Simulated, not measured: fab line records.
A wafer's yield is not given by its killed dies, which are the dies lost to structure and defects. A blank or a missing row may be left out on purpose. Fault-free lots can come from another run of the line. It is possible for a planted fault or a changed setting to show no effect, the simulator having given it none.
The tool behind it: which one? | flow sfqLine | 45 wafers from 15 lots sampled at 3 of the route's 325 steps

== WHAT EACH GAUGE READ, for each wafer ==
SFQ_M5_OVL_MEAS_932.
lot  | measured     | on         | M5_OVL (nm)
L721 | day 60 01:01 | overlay-01 | 5 4 5
L723 | day 65 06:21 | overlay-02 | 8 -1 3
L724 | day 69 23:01 | overlay-01 | -4 0 0
L725 | day 70 02:37 | overlay-01 | -7 -6 -11
L728 | day 72 21:47 | overlay-01 | -4 -6 -5
L729 | day 73 01:23 | overlay-01 | -1 -2 -3
L730 | day 73 06:11 | overlay-02 | -2 -7 -5
L732 | day 73 16:59 | overlay-02 | 0 -6 -5
L734 | day 74 03:47 | overlay-01 | -11 -9 -7
L735 | day 74 13:23 | overlay-01 | -8 -4 4
L737 | day 75 06:11 | overlay-01 | 3 -1 3
L738 | day 75 13:51 | overlay-01 | -5 -8 0
L739 | day 75 16:16 | overlay-01 | -14 -8 -9
L743 | day 76 05:27 | overlay-02 | -5 -3 -7
L744 | day 76 07:52 | overlay-02 | 3 4 2

SFQ_R5_RS_MEAS_933: the measuring method here is four-point-probe.
lot  | measured     | on           | R5_MONX_RS (ohm/sq)
L721 | day 60 16:44 | filmMetro-04 | 7.00 7.13 7.07
L723 | day 65 12:39 | filmMetro-01 | 7.18 7.11 7.08
L724 | day 70 05:20 | filmMetro-04 | 7.02 6.97 6.98
L725 | day 70 09:48 | filmMetro-04 | 7.13 7.17 7.12
L728 | day 73 05:14 | filmMetro-04 | 7.07 7.19 7.08
L729 | day 73 08:23 | filmMetro-03 | 6.90 6.89 6.91
L730 | day 73 11:39 | filmMetro-04 | 7.14 7.08 7.07
L732 | day 73 22:26 | filmMetro-04 | 7.06 7.09 7.02
L734 | day 74 10:00 | filmMetro-04 | 7.01 6.99 7.01
L735 | day 74 18:52 | filmMetro-03 | 6.96 6.91 6.95
L737 | day 75 11:48 | filmMetro-04 | 7.10 6.99 7.08
L738 | day 75 19:18 | filmMetro-03 | 7.07 7.17 7.14
L739 | day 75 22:19 | filmMetro-04 | 7.01 7.06 7.10
L743 | day 76 10:55 | filmMetro-04 | 7.16 7.22 7.16
L744 | day 76 13:56 | filmMetro-03 | 7.10 7.07 7.02

== WHICH TOOL RAN EACH LOT (tool, then ch and the chambers of the sampled wafers, then the start) ==
lot  | SFQ_TRILAYER_I3_DEP_PECVD_081
L721 | pecvd-04 ch 0,1,2, day 43 02:24
L723 | pecvd-04 ch 0,1, day 44 05:35
L724 | pecvd-04 ch 0,1,2, day 44 12:42
L725 | pecvd-02 ch 0,1,2, day 44 18:52
L728 | pecvd-04 ch 0,2, day 47 19:32
L729 | pecvd-03 ch 0,2, day 47 20:44
L730 | pecvd-04 ch 0,2, day 48 01:32
L732 | pecvd-03 ch 0,1,2, day 48 07:32
L734 | pecvd-02 ch 0,1,2, day 49 05:47
L735 | pecvd-03 ch 0,1,2, day 49 15:22
L737 | pecvd-04 ch 0,1, day 50 06:33
L738 | pecvd-03 ch 1,2, day 51 03:26
L739 | pecvd-03 ch 1,2, day 51 05:50
L743 | pecvd-04 ch 0,1, day 51 21:25
L744 | pecvd-04 ch 0,1, day 52 07:01
- SFQ_TRILAYER_I3_DEP_PECVD_081: deposits SiO2 from SiH4/N2O, time 111.11 s, target thk 500 nm.

== WHAT THE TOOLS THEMSELVES READ (means of the sampled wafers that have a number; where no wafer has one, the mark that the record gives instead) ==
SFQ_TRILAYER_I3_DEP_PECVD_081.
lot  | tool     | heaterPowerOuterW (W) | heaterPowerW (W) | rfFwdPowerW (W) | throttleValvePct (%)
L721 | pecvd-04 | 41                    | 102              | 182.5           | 23.3
L723 | pecvd-04 | 36                    | 95               | 182.6           | 23.8
L724 | pecvd-04 | 38                    | 98               | 181.5           | 23.4
L725 | pecvd-02 | 40                    | 97               | 181.9           | 25.0
L728 | pecvd-04 | 41                    | 100              | 181.8           | 22.9
L729 | pecvd-03 | 37                    | 92               | 182.6           | 27.2
L730 | pecvd-04 | 45                    | 108              | 181.9           | 22.9
L732 | pecvd-03 | 35                    | 88               | 182.1           | 26.8
L734 | pecvd-02 | 42                    | 99               | 182.7           | 25.3
L735 | pecvd-03 | 32                    | 86               | 182.5           | 26.7
L737 | pecvd-04 | 31                    | 90               | 181.7           | 24.4
L738 | pecvd-03 | 31                    | 82               | 181.8           | 25.8
L739 | pecvd-03 | 28                    | 81               | 182.2           | 25.9
L743 | pecvd-04 | 39                    | 100              | 182.1           | 24.1
L744 | pecvd-04 | 28                    | 87               | 182.1           | 24.3

== THE ANSWER, worked out from the rows above alone ==
Rule: the lots themselves supply what counts as usual. Put in order of their means at a reading, lots are off if they are a third of the lots or fewer, leave a main group of 4 or more, and stand apart from it by a gap of 3 or more times the standard deviation of the main group's means; of several such gaps the widest counts. The tables above print the reading to a certain number of digits; a main group whose means all agree to those digits is not used. Also off: a lot with no number at a reading for which 4 or more lots have one. Where the step has rows for the other lots, those lots are counted as sound. The gauges are gone through in route order, then the tools' own readings, and for those a lot's mean is taken as printed above. At the first step where some lot is off, the reading lying furthest off is the one used; lots without a number count as furthest.
Across all readings shown, no lot is off: no conclusion can be drawn from this.

== WHAT HAD BEEN PUT IN BY THE SIMULATOR ==
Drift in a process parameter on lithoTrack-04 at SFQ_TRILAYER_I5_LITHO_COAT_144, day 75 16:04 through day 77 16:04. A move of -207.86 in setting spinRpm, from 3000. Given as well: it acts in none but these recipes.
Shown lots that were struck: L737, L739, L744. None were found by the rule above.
